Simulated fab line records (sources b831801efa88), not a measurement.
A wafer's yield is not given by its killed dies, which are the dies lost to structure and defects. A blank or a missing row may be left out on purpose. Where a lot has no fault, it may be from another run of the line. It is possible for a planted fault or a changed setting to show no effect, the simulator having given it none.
Which of the tools did it? ; flow gf180mcu ; 6 lots with 18 wafers sampled at 2 steps, on a route of 602 steps

== WHAT THE GAUGES READ, wafer by wafer ==
GF_STI_THK_MEAS_04.
lot;measured;on;STI_CVD_03_THK (nm)
L874;day 1 23:34;film_metro-02;206.1 206.2 204.8
L877;day 2 15:44;film_metro-01;208.1 205.9 206.3
L880;day 3 05:48;film_metro-02;208.6 208.4 209.6
L884;day 4 01:34;film_metro-02;239.9 238.1 240.8
L888;day 4 22:33;film_metro-03;208.2 208.4 208.5
L894;day 6 05:01;film_metro-03;208.7 207.4 207.7

== WHICH TOOL RAN EACH LOT (tool, then ch and the chambers of the sampled wafers, then the start) ==
lot;GF_STI_CVD_03
L874;lpcvd-01 ch 1, day 1 21:34
L877;lpcvd-02 ch 1, day 2 13:44
L880;lpcvd-02 ch 0, day 3 03:49
L884;lpcvd-01 ch 0, day 3 23:34
L888;lpcvd-02 ch 0, day 4 19:34
L894;lpcvd-02 ch 1, day 6 03:02
- GF_STI_CVD_03: deposits Si3N4 from DCS/NH3, target thk 207.16 nm, time 3551 s.

== THE ANSWER, worked out from the rows above alone ==
Rule: usual is defined by the lots themselves. Put in order of their means at a reading, lots are off if they are a third of the lots or fewer, leave a main group of 4 or more, and stand apart from it by a gap of 3 or more times the standard deviation of the main group's means; of several such gaps the widest counts. The tables above print the reading to a certain number of digits; a main group whose means all agree to those digits is not used. Also off: a lot with no number at a reading for which 4 or more lots have one. Any other lot the step has rows for is counted as sound.
Off: at GF_STI_THK_MEAS_04 (STI_CVD_03_THK), L884. The main group: mean 207.5 nm, standard deviation 1.1.
If a tool, at a process step before that reading, ran all the lots that are off and no sound lot after the first of them, it fits. The gauges at GF_STI_THK_MEAS_04 are tried like those tools. Can't be told from this: 2 tools fit, lpcvd-01 at GF_STI_CVD_03, film_metro-02 at GF_STI_THK_MEAS_04.

== WHAT THE SIMULATOR HAD PUT IN ==
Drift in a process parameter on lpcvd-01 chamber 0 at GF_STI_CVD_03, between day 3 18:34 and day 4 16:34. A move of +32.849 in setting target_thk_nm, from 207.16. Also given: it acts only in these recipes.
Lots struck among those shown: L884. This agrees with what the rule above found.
